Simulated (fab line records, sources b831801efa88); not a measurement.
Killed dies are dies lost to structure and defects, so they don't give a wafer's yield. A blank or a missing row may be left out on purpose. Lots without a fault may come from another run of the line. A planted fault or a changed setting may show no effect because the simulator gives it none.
fab line records | flow gf180mcu
record lots=24 wafers=72 last_day=34
route steps=602 shown DUAL_GATE@154 CONTACT@292 V5@562 TOP_METAL@573 PASSIVATION@598
lots that met no fault: from a run of the same line without faults
start_h: hours from the record's first day to the start of the lot's first wafer shown | wait_h: hours since the lot's step before | " the same as in the row above | L1.1+2: a row that stands for several wafers | - no value, or no start given | * or withheld: withheld | < > ~ a bound
route shown NAME@n: a module of which the file shows steps, and the number in the route of the first | usual: mean/standard deviation of fault-free wafers | same: alike in all rows | chamber/n: place in a boat | sites: the reading at each site | _std_site: their standard deviation | _edge_site: outer sites' mean less inner sites' | radius_mm: how far each site lies from the wafer's centre | mask NAME#n: copy n | behind: the tool/chamber that last shaped the wafer | hold: why the lot was held/for how many hours/how that ended | device: the transistor (n, p or np) that didn't switch | end of line: the same wafers' tests at the end of the route | a step without rows: its recipe alone | killed: dies lost to structure and defects at the first sort, not the wafer's yield | map: a wafer's dies, x killed, . not, _ none there
set.NAME: the setting as run; set.NAME@STEP: as run at that earlier step | model.NAME: the simulator's own value behind a step, which no gauge read
steps of the route over a sample of lots; a table a step, a row a wafer
services: from which hour (start_h, from the record's first day; less than 0 if before it) a tool's chamber was out of use, for how many hours, and why
## steps
# step GF_DUAL_GATE_STRIP_13
# recipe chemistry=O2/N2 power_w=1400 pressure_mtorr=1500 platen_temp_c=250 o2_flow_sccm=3000 n2_flow_sccm=300 overash_fraction=0.5
# usual drypump_motor_current_A=5.6/0.38 heater_power_w=324/44 n2_flow_sccm=299.9/0.86 oes_product_au=0.716/0.0047 strip_time_to_endpoint_s=12.64/0.041
# columns lot.wafer tool chamber start_h wait_h drypump_motor_current_A heater_power_w n2_flow_sccm oes_product_au rf_hours_counter_h strip_time_to_endpoint_s
L074.2 plasma_asher-01 0 176.38 0.0 5.2 369 301.2 0.714 37 12.61
L074.5 " 1 " " 5.4 385 299.8 0.714 - 12.67
L074.6 " 0 " " 5.2 363 300.3 0.718 - 12.64
L075.3 plasma_asher-02 0 186.47 0.0 5.8 346 299.2 0.711 - 12.68
L075.4 " 1 " " 5.7 319 299.7 0.714 - 12.67
L075.6 " 1 " " 5.7 330 300.3 0.721 - 12.66
L076.1 plasma_asher-01 0 186.69 0.0 5.2 363 300.0 0.718 39 12.64
L076.3 " 0 " " 5.2 363 300.1 0.721 - 12.66
L076.6 " 1 " " 5.4 389 299.7 0.712 - 12.68
L077.1 plasma_asher-01 0 197.62 0.0 5.2 375 298.7 0.719 40 12.66
L077.2 " 1 " " 5.4 384 298.8 0.715 40 12.65
L077.3 " 1 " " 5.3 373 299.9 0.719 - 12.64
L078.1 plasma_asher-03 0 210.72 0.0 6.2 261 300.3 0.720 55 12.62
L078.2 " 1 " " 5.3 285 298.5 0.715 55 12.65
L078.3 " 1 " " 5.3 289 300.7 0.716 - 12.63
L079.1 plasma_asher-02 0 219.59 0.0 5.8 340 300.5 0.707 56 12.61
L079.2 " 1 " " 5.7 317 299.2 0.713 56 12.62
L079.3 " 1 " " 5.7 322 299.7 0.715 - 12.66
L080.3 plasma_asher-03 1 225.62 0.0 5.2 283 300.2 0.714 - 12.61
L080.4 " 0 " " 6.2 268 301.0 0.722 - 12.60
L080.6 " 0 " " 6.2 269 298.8 0.716 - 12.58
L081.2 plasma_asher-02 1 225.89 0.0 5.7 322 300.4 0.720 56 12.57
L081.3 " 0 " " 5.8 354 300.2 0.716 - 12.64
L081.4 " 1 " " 5.7 320 300.0 0.709 - 12.58
L082.1 plasma_asher-01 1 232.62 0.0 5.3 378 300.4 0.713 44 12.64
L082.3 " 1 " " 5.3 379 301.2 0.709 - 12.64
L082.4 " 0 " " 5.3 360 299.7 0.711 - 12.61
L083.2 plasma_asher-01 1 241.89 0.0 5.4 376 299.2 0.722 45 12.64
L083.3 " 1 " " 5.3 378 301.2 0.721 - 12.60
L083.5 " 0 " " 5.2 360 300.2 0.709 - 12.61
L084.1 plasma_asher-02 0 244.84 0.0 5.8 351 299.8 0.716 58 12.64
L084.2 " 1 " " 5.7 329 298.3 0.716 58 12.65
L084.3 " 1 " " 5.7 326 298.0 0.715 - 12.59
L085.3 plasma_asher-03 1 253.62 0.0 5.3 290 299.3 0.717 - 12.63
L085.4 " 0 " " 6.2 260 299.1 0.721 - 12.62
L085.6 " 1 " " 5.2 281 299.3 0.712 - 12.64
L086.1 plasma_asher-02 0 255.14 0.0 5.8 349 299.4 0.726 59 12.59
L086.4 " 0 " " 5.8 356 299.1 0.718 - 12.62
L086.5 " 1 " " 5.7 330 299.9 0.712 - 12.62
L087.3 plasma_asher-03 0 264.22 0.0 6.2 269 297.3 0.718 - 12.57
L087.4 " 1 " " 5.3 284 301.7 0.708 - 12.59
L087.6 " 1 " " 5.3 292 300.1 0.720 - 12.59
L088.3 plasma_asher-03 1 272.33 0.0 5.3 282 300.5 0.717 - 12.64
L088.5 " 0 " " 6.2 263 300.4 0.708 - 12.62
L088.6 " 1 " " 5.3 287 299.4 0.712 - 12.63
L089.1 plasma_asher-02 0 279.28 0.0 5.8 351 300.6 0.719 62 12.69
L089.2 " 1 " " 5.7 325 299.8 0.719 62 12.70
L089.4 " 0 " " 5.8 354 299.9 0.726 - 12.68
L090.1 plasma_asher-01 1 285.18 0.0 5.4 383 299.4 0.719 49 12.60
L090.3 " 0 " " 5.2 361 299.6 0.721 - 12.58
L090.4 " 1 " " 5.4 384 299.8 0.712 - 12.58
L091.1 plasma_asher-03 1 295.24 0.0 5.3 284 300.9 0.716 63 12.62
L091.3 " 1 " " 5.2 280 301.5 0.716 - 12.65
L091.6 " 0 " " 6.3 268 299.9 0.724 - 12.61
L092.3 plasma_asher-03 1 298.97 0.0 5.3 283 300.2 0.706 - 12.65
L092.5 " 1 " " 5.3 290 299.2 0.708 - 12.64
L092.6 " 0 " " 6.2 265 300.9 0.713 - 12.69
L093.1 plasma_asher-03 0 306.35 0.0 6.2 260 299.5 0.716 65 12.66
L093.5 " 1 " " 5.2 283 300.6 0.718 - 12.68
L093.6 " 0 " " 6.2 268 299.9 0.714 - 12.65
L094.1 plasma_asher-03 0 314.12 0.0 6.2 267 300.9 0.713 65 12.60
L094.3 " 0 " " 6.2 266 300.3 0.716 - 12.63
L094.4 " 1 " " 5.3 290 300.3 0.724 - 12.65
L095.1 plasma_asher-03 0 321.29 0.0 6.2 269 301.2 0.714 66 12.73
L095.3 " 1 " " 5.3 275 299.9 0.717 - 12.70
L095.5 " 1 " " 5.3 287 300.4 0.714 - 12.72
L096.1 plasma_asher-01 1 327.57 0.0 5.3 384 300.3 0.712 54 12.69
L096.2 " 0 " " 5.2 369 300.2 0.718 54 12.69
L096.4 " 0 " " 5.2 366 300.3 0.717 - 12.72
L097.3 plasma_asher-01 0 331.16 0.0 5.3 364 300.4 0.716 - 12.66
L097.5 " 0 " " 5.3 366 299.2 0.716 - 12.69
L097.6 " 1 " " 5.4 381 301.1 0.724 - 12.73
# step GF_CONTACT_BOW_MEAS_05
# recipe mode=bow
# usual CONTACT_BOW=66/7.1
# columns lot.wafer tool chamber start_h wait_h CONTACT_BOW[um]
L074.2 film_metro-04 - 342.25 0.3 76
L074.5 " - " " 75
L074.6 " - " " 71
L075.3 film_metro-02 - 362.87 0.2 60
L075.4 " - " " 83
L075.6 " - " " 69
L076.1 film_metro-01 - 364.01 0.1 80
L076.3 " - " " 74
L076.6 " - " " 73
L077.1 film_metro-01 - 368.26 0.2 59
L077.2 " - " " 57
L077.3 " - " " 64
L078.1 film_metro-04 - 383.03 0.1 59
L078.2 " - " " 71
L078.3 " - " " 68
L079.1 film_metro-02 - 395.04 0.2 78
L079.2 " - " " 59
L079.3 " - " " 76
L081.2 film_metro-01 - 406.08 0.1 56
L081.3 " - " " 63
L081.4 " - " " 63
L080.3 film_metro-02 - 406.40 0.2 73
L080.4 " - " " 72
L080.6 " - " " 63
L082.1 film_metro-04 - 414.50 0.1 67
L082.3 " - " " 62
L082.4 " - " " 78
L083.2 film_metro-02 - 423.68 0.1 55
L083.3 " - " " 70
L083.5 " - " " 63
L084.1 film_metro-01 - 430.03 0.2 59
L084.2 " - " " 72
L084.3 " - " " 54
L085.3 film_metro-04 - 436.61 0.1 63
L085.4 " - " " 66
L085.6 " - " " 79
L086.1 film_metro-01 - 443.77 0.2 70
L086.4 " - " " 61
L086.5 " - " " 74
L087.3 film_metro-01 - 452.77 0.2 59
L087.4 " - " " 77
L087.6 " - " " 60
L088.3 film_metro-01 - 465.53 0.2 51
L088.5 " - " " 67
L088.6 " - " " 61
L089.1 film_metro-02 - 469.07 0.1 80
L089.2 " - " " 70
L089.4 " - " " 77
L090.1 film_metro-02 - 479.35 0.1 72
L090.3 " - " " 72
L090.4 " - " " 57
L091.1 film_metro-04 - 489.53 0.1 66
L091.3 " - " " 64
L091.6 " - " " 56
L092.3 film_metro-02 - 492.77 0.2 67
L092.5 " - " " 53
L092.6 " - " " 54
L093.1 film_metro-01 - 498.73 0.1 67
L093.5 " - " " 51
L093.6 " - " " 61
L094.1 film_metro-04 - 509.74 0.2 67
L094.3 " - " " 79
L094.4 " - " " 67
L095.1 film_metro-04 - 520.57 0.1 68
L095.3 " - " " 72
L095.5 " - " " 63
L096.1 film_metro-02 - 524.24 0.1 65
L096.2 " - " " 64
L096.4 " - " " 62
L097.3 film_metro-01 - 529.19 0.3 77
L097.5 " - " " 75
L097.6 " - " " 65
# step GF_CONTACT_CVD_24
# recipe material=W target_thk_nm=300 time_s=90.339 temp_c=400 pressure_torr=40
# usual heater_power_w=842/93
# columns lot.wafer tool chamber start_h wait_h heater_power_w
L074.2 cvd_w-01 0 365.02 0.0 850
L074.5 " 0 " " 876
L074.6 " 1 " " 937
L075.3 cvd_w-02 1 385.81 0.1 756
L075.4 " 0 " " 794
L075.6 " 1 " " 752
L076.1 cvd_w-01 1 387.63 0.0 947
L076.3 " 1 " " 962
L076.6 " 0 " " 860
L077.1 cvd_w-01 1 391.48 0.0 963
L077.2 " 0 " " 862
L077.3 " 1 " " 955
L078.1 cvd_w-01 1 406.82 0.0 965
L078.2 " 1 " " 926
L078.3 " 1 " " 932
L079.1 cvd_w-01 1 418.70 0.0 941
L079.2 " 0 " " 857
L079.3 " 1 " " 928
L081.2 cvd_w-01 0 430.34 0.0 855
L081.3 " 0 " " 868
L081.4 " 1 " " 932
L080.3 cvd_w-02 0 430.71 0.1 778
L080.4 " 1 " " 701
L080.6 " 0 " " 803
L082.1 cvd_w-02 1 438.57 0.0 702
L082.3 " 0 " " 807
L082.4 " 1 " " 681
L083.2 cvd_w-01 0 448.67 0.0 879
L083.3 " 1 " " 944
L083.5 " 1 " " 956
L084.1 cvd_w-02 0 454.89 0.0 798
L084.2 " 1 " " 693
L084.3 " 0 " " 812
L085.3 cvd_w-02 1 461.82 0.1 691
L085.4 " 0 " " 778
L085.6 " 1 " " 707
L086.1 cvd_w-01 0 468.52 0.0 861
L086.4 " 1 " " 977
L086.5 " 1 " " 919
L087.3 cvd_w-01 0 478.07 0.1 880
L087.4 " 1 " " 959
L087.6 " 1 " " 944
L088.3 cvd_w-01 1 490.85 0.1 948
L088.5 " 1 " " 967
L088.6 " 0 " " 872
L089.1 cvd_w-02 1 494.54 0.0 686
L089.2 " 0 " " 813
L089.4 " 0 " " 817
L090.1 cvd_w-02 0 504.24 0.0 810
L090.3 " 1 " " 705
L090.4 " 0 " " 820
L091.1 cvd_w-02 0 514.22 0.0 816
L091.3 " 0 " " 806
L091.6 " 1 " " 681
L092.3 cvd_w-01 0 517.21 0.1 859
L092.5 " 1 " " 965
L092.6 " 0 " " 864
L093.1 cvd_w-01 0 523.47 0.0 854
L093.5 " 1 " " 975
L093.6 " 0 " " 869
L094.1 cvd_w-01 1 533.65 0.0 959
L094.3 " 0 " " 869
L094.4 " 1 " " 951
L095.1 cvd_w-01 1 544.18 0.0 933
L095.3 " 0 " " 865
L095.5 " 0 " " 880
L096.1 cvd_w-02 1 547.48 0.0 702
L096.2 " 1 " " 686
L096.4 " 1 " " 698
L097.3 cvd_w-02 0 551.35 0.1 821
L097.5 " 1 " " 692
L097.6 " 0 " " 809
# step GF_V5_SPUTTER_22
# recipe material=TiN target_thk_nm=10 chamber_pressure_pa=5 power_w=4000 time_s=40
# usual cathode_dc_power_W=4000.0/0.61 throttle_valve_pct=30.2/1
# columns lot.wafer tool chamber start_h wait_h cathode_dc_power_W throttle_valve_pct
L074.2 pvd_sputter-04 - 630.87 0.0 3999.3 31.3
L074.5 " - " " 4000.8 29.0
L074.6 " - " " 3999.7 31.2
L075.3 pvd_sputter-04 - 649.00 0.0 4000.4 32.3
L075.4 " - " " 4000.2 31.3
L075.6 " - " " 3999.9 31.1
L076.1 pvd_sputter-02 - 651.16 0.0 4000.2 30.6
L076.3 " - " " 3999.9 29.4
L076.6 " - " " 4000.6 30.1
L077.1 pvd_sputter-04 - 653.52 0.0 4000.1 32.4
L077.2 " - " " 3998.9 29.7
L077.3 " - " " 4000.3 29.5
L078.1 pvd_sputter-02 - 667.83 0.0 4000.4 29.8
L078.2 " - " " 3999.8 29.2
L078.3 " - " " 4000.5 30.4
L079.1 pvd_sputter-01 - 677.10 0.0 4001.2 29.7
L079.2 " - " " 3999.5 32.2
L079.3 " - " " 3999.6 29.6
L081.2 pvd_sputter-02 - 685.55 0.0 3999.7 30.3
L081.3 " - " " 4000.1 29.4
L081.4 " - " " 4000.4 29.9
L080.3 pvd_sputter-02 - 686.41 0.0 3998.8 30.0
L080.4 " - " " 3999.9 30.4
L080.6 " - " " 3998.9 30.0
L082.1 pvd_sputter-04 - 692.55 0.0 4000.1 29.8
L082.3 " - " " 4000.4 32.1
L082.4 " - " " 4000.1 31.1
L083.2 pvd_sputter-01 - 698.46 0.0 3999.7 30.1
L083.3 " - " " 3999.7 32.3
L083.5 " - " " 4000.4 32.4
L084.1 pvd_sputter-02 - 704.77 0.0 4000.4 29.4
L084.2 " - " " 4000.1 30.3
L084.3 " - " " 4000.2 30.4
L085.3 pvd_sputter-01 - 709.10 0.0 3999.1 30.0
L085.4 " - " " 4000.1 32.2
L085.6 " - " " 3999.2 30.0
L086.1 pvd_sputter-04 - 717.03 0.0 3999.9 29.8
L086.4 " - " " 4000.7 31.9
L086.5 " - " " 3998.7 29.9
L087.3 pvd_sputter-01 - 721.71 0.0 4000.1 29.8
L087.4 " - " " 3999.8 31.9
L087.6 " - " " 3999.6 29.7
L088.3 pvd_sputter-04 - 731.13 0.0 3999.7 29.1
L088.5 " - " " 3999.2 32.2
L088.6 " - " " 4000.5 31.0
L089.1 pvd_sputter-04 - 733.07 0.0 3999.1 31.3
L089.2 " - " " 3999.2 29.3
L089.4 " - " " 4001.3 29.9
L090.1 pvd_sputter-04 - 744.27 0.0 3999.1 30.0
L090.3 " - " " 3999.9 32.2
L090.4 " - " " 3999.9 31.0
L091.1 pvd_sputter-02 - 750.17 0.0 4000.4 29.8
L091.3 " - " " 4001.3 29.3
L091.6 " - " " 4000.5 29.8
L092.3 pvd_sputter-01 - 751.95 0.0 4000.0 29.8
L092.5 " - " " 4000.2 29.3
L092.6 " - " " 4000.0 30.0
L093.1 pvd_sputter-04 - 755.92 0.0 4000.9 29.2
L093.5 " - " " 4000.4 29.0
L093.6 " - " " 3999.9 31.0
L094.1 pvd_sputter-04 - 766.54 0.0 4000.1 31.1
L094.3 " - " " 4000.5 30.0
L094.4 " - " " 3999.5 28.9
L095.1 pvd_sputter-02 - 770.77 0.0 3999.5 30.0
L095.3 " - " " 4000.3 29.2
L095.5 " - " " 4000.5 29.2
L096.1 pvd_sputter-01 - 774.00 0.0 4000.3 29.8
L096.2 " - " " 4000.6 31.9
L096.4 " - " " 4000.0 32.1
L097.3 pvd_sputter-04 - 778.50 0.0 3999.5 29.7
L097.5 " - " " 3999.1 29.8
L097.6 " - " " 4000.6 29.4
# step GF_TOP_METAL_THK_MEAS_06
# recipe thk_meas_gauge=xrf reads=AlCu_of_TOP_METAL_SPUTTER_02
# usual TOP_METAL_ALCU_THK=888/8.9
# columns lot.wafer tool chamber start_h wait_h TOP_METAL_ALCU_THK[nm]
L074.2 film_metro-03 - 631.85 0.1 888
L074.5 " - " " 883
L074.6 " - " " 882
L075.3 film_metro-04 - 650.00 0.1 876
L075.4 " - " " 873
L075.6 " - " " 874
L076.1 film_metro-03 - 652.13 0.1 902
L076.3 " - " " 888
L076.6 " - " " 906
L077.1 film_metro-02 - 654.49 0.1 895
L077.2 " - " " 901
L077.3 " - " " 889
L078.1 film_metro-04 - 668.80 0.1 883
L078.2 " - " " 905
L078.3 " - " " 888
L079.1 film_metro-04 - 678.07 0.1 882
L079.2 " - " " 882
L079.3 " - " " 875
L081.2 film_metro-03 - 686.53 0.1 891
L081.3 " - " " 892
L081.4 " - " " 894
L080.3 film_metro-04 - 687.44 0.1 884
L080.4 " - " " 876
L080.6 " - " " 883
L082.1 film_metro-02 - 693.52 0.1 889
L082.3 " - " " 893
L082.4 " - " " 889
L083.2 film_metro-02 - 699.44 0.1 879
L083.3 " - " " 880
L083.5 " - " " 885
L084.1 film_metro-03 - 706.05 0.1 884
L084.2 " - " " 878
L084.3 " - " " 886
L085.3 film_metro-04 - 710.15 0.1 891
L085.4 " - " " 888
L085.6 " - " " 885
L086.1 film_metro-04 - 718.16 0.1 882
L086.4 " - " " 884
L086.5 " - " " 888
L087.3 film_metro-02 - 722.75 0.1 898
L087.4 " - " " 871
L087.6 " - " " 898
L088.3 film_metro-02 - 732.12 0.1 889
L088.5 " - " " 886
L088.6 " - " " 892
L089.1 film_metro-02 - 734.04 0.1 888
L089.2 " - " " 881
L089.4 " - " " 892
L090.1 film_metro-04 - 745.24 0.1 894
L090.3 " - " " 894
L090.4 " - " " 917
L091.1 film_metro-03 - 751.14 0.1 878
L091.3 " - " " 898
L091.6 " - " " 877
L092.3 film_metro-02 - 752.94 0.1 881
L092.5 " - " " 883
L092.6 " - " " 882
L093.1 film_metro-03 - 756.91 0.1 876
L093.5 " - " " 878
L093.6 " - " " 869
L094.1 film_metro-03 - 767.51 0.1 888
L094.3 " - " " 891
L094.4 " - " " 886
L095.1 film_metro-04 - 771.76 0.1 898
L095.3 " - " " 905
L095.5 " - " " 897
L096.1 film_metro-03 - 774.97 0.1 878
L096.2 " - " " 889
L096.4 " - " " 898
L097.3 film_metro-02 - 779.49 0.1 902
L097.5 " - " " 889
L097.6 " - " " 894
# step GF_PASSIVATION_ETCH_11
# recipe chemistry=CF4/O2 target_depth_nm=1800 stop_on=TiN source_w=800 bias_w=150 pressure_mtorr=150 cf4_flow_sccm=80 O2_flow_sccm=10 time_s=400
# usual cf4_flow_sccm=79.97/0.2 drypump_motor_current_A=5.8/0.44 oes_product_au=0.960/0.008 throttle_valve_pct=5.960/0.01
# columns lot.wafer tool chamber start_h wait_h cf4_flow_sccm drypump_motor_current_A oes_product_au rf_hours_counter_h throttle_valve_pct
L074.2 rie_diel-03 2 672.15 - 79.84 5.3 0.950 5 5.961
L074.5 " 0 " " 79.64 5.4 0.964 - 5.973
L074.6 " 1 " " 80.02 5.5 0.955 - 5.956
L075.3 rie_diel-01 3 689.82 - 80.14 6.4 0.955 - 5.967
L075.4 " 1 " " 80.07 6.2 0.969 - 5.970
L075.6 " 3 " " 79.78 6.4 0.964 - 5.991
L076.1 rie_diel-03 1 690.95 - 80.25 5.5 0.965 13 5.949
L076.3 " 0 " " 79.88 5.4 0.970 19 5.962
L076.6 " 2 " " 79.83 5.3 0.985 - 5.980
L077.1 rie_diel-03 0 693.46 - 79.71 5.3 0.954 19 5.943
L077.2 " 1 " " 79.80 5.5 0.958 14 5.948
L077.3 " 2 " " 79.99 5.4 0.963 6 5.946
L078.1 rie_diel-04 0 707.21 - 80.26 5.6 0.955 11 5.965
L078.2 " 3 " " 79.80 5.8 0.949 5 5.943
L078.3 " 1 " " 79.66 6.5 0.952 29 5.955
L079.1 rie_diel-04 0 715.00 - 80.24 5.6 0.963 11 5.960
L079.2 " 1 " " 80.10 6.5 0.950 29 5.958
L079.3 " 3 " " 79.92 5.8 0.955 5 5.958
L081.2 rie_diel-01 3 724.20 - 79.83 6.4 0.945 24 5.954
L081.3 " 0 " " 80.05 6.2 0.954 1 5.963
L081.4 " 1 " " 79.98 6.1 0.950 1 5.968
L080.3 rie_diel-04 2 724.55 - 79.67 5.5 0.947 0 5.950
L080.4 " 0 " " 79.76 5.6 0.952 12 5.949
L080.6 " 0 " " 79.81 5.6 0.953 - 5.939
L082.1 rie_diel-03 2 730.76 - 80.16 5.4 0.950 7 5.958
L082.3 " 1 " " 80.14 5.5 0.952 15 5.959
L082.4 " 3 " " 79.66 5.2 0.968 22 5.944
L083.2 rie_diel-01 3 736.66 - 79.89 6.4 0.946 25 5.948
L083.3 " 1 " " 79.95 6.2 0.965 1 5.967
L083.5 " 3 " " 79.95 6.4 0.972 - 5.959
L084.1 rie_diel-04 1 743.10 - 79.57 6.5 0.968 30 5.951
L084.2 " 0 " " 79.96 5.6 0.961 13 5.958
L084.3 " 2 " " 79.72 5.6 0.963 1 5.949
L085.3 rie_diel-04 1 746.05 - 80.12 6.5 0.956 31 5.954
L085.4 " 3 " " 79.75 5.8 0.966 7 5.954
L085.6 " 2 " " 80.01 5.5 0.966 - 5.946
L086.1 rie_diel-03 3 752.96 - 79.77 5.2 0.967 23 5.975
L086.4 " 1 " " 79.82 5.5 0.976 16 5.968
L086.5 " 0 " " 80.28 5.4 0.970 - 5.982
L087.3 rie_diel-01 3 757.15 - 80.02 6.4 0.960 26 5.947
L087.4 " 0 " " 80.03 6.2 0.974 3 5.954
L087.6 " 3 " " 79.56 6.4 0.964 - 5.987
L088.3 rie_diel-01 3 766.61 - 79.67 6.4 0.953 26 5.962
L088.5 " 2 " " 80.31 6.1 0.968 - 5.956
L088.6 " 3 " " 79.74 6.4 0.951 - 5.975
L089.1 rie_diel-01 1 768.31 - 79.84 6.1 0.957 4 5.967
L089.2 " 3 " " 80.05 6.4 0.951 27 5.961
L089.4 " 3 " " 79.79 6.4 0.954 - 5.967
L090.1 rie_diel-03 2 778.60 - 79.96 5.4 0.962 9 5.963
L090.3 " 0 " " 80.23 5.4 0.961 23 5.957
L090.4 " 1 " " 80.19 5.5 0.967 18 5.957
L091.1 rie_diel-04 3 784.05 - 79.88 5.8 0.950 8 5.963
L091.3 " 0 " " 80.67 5.6 0.960 15 5.957
L091.6 " 2 " " 79.78 5.6 0.953 - 5.973
L092.3 rie_diel-03 0 785.61 - 80.21 5.4 0.950 23 5.966
L092.5 " 3 " " 79.90 5.2 0.964 - 5.963
L092.6 " 0 " " 80.16 5.4 0.962 - 5.968
L093.1 rie_diel-03 0 789.60 - 79.93 5.3 0.954 24 5.960
L093.5 " 3 " " 79.76 5.2 0.961 - 5.969
L093.6 " 0 " " 80.17 5.4 0.971 - 5.969
L094.1 rie_diel-04 1 799.20 - 80.21 6.5 0.956 33 5.962
L094.3 " 3 " " 80.05 5.8 0.954 9 5.965
L094.4 " 0 " " 79.77 5.6 0.958 15 5.970
L095.1 rie_diel-01 0 802.20 - 79.87 6.2 0.964 4 5.974
L095.3 " 2 " " 80.06 6.2 0.946 7 5.964
L095.5 " 2 " " 79.77 6.2 0.963 - 5.957
L096.1 rie_diel-03 3 805.45 - 80.07 5.2 0.947 25 5.953
L096.2 " 0 " " 80.05 5.4 0.963 24 5.961
L096.4 " 1 " " 79.79 5.5 0.961 19 5.966
L097.3 rie_diel-01 2 810.25 - 80.14 6.2 0.959 8 5.965
L097.5 " 3 " " 79.92 6.4 0.967 - 5.957
L097.6 " 0 " " 79.81 6.3 0.953 - 5.960
## services
# columns tool chamber start_h hours kind
plasma_asher-03 - 172.15 2.2 repair
plasma_asher-03 - 179.50 14.6 pm
rie_diel-03 3 186.35 11.5 repair
cvd_w-01 - 202.75 0.6 repair
rie_diel-03 - 270.96 14.6 pm
cvd_w-02 1 278.13 46.1 repair
pvd_sputter-04 - 303.10 9.0 repair
cvd_w-02 - 320.49 6.9 pm
cvd_w-02 - 390.00 14.0 pm
cvd_w-01 0 399.39 9.3 repair
cvd_w-02 - 404.00 6.0 pm
plasma_asher-03 - 421.25 9.0 pm
cvd_w-01 - 457.24 6.0 pm
cvd_w-01 - 529.10 2.8 pm
cvd_w-02 0 546.67 2.4 repair
plasma_asher-03 - 548.27 8.0 pm
plasma_asher-03 - 582.19 2.8 pm
plasma_asher-03 - 611.28 8.4 repair
cvd_w-02 1 664.30 5.2 repair
cvd_w-01 - 690.09 24.2 repair
cvd_w-01 - 714.31 6.9 pm
cvd_w-02 0 725.65 7.9 repair
pvd_sputter-04 - 729.14 1.9 repair
cvd_w-02 - 788.73 2.8 pm
## key
fault none
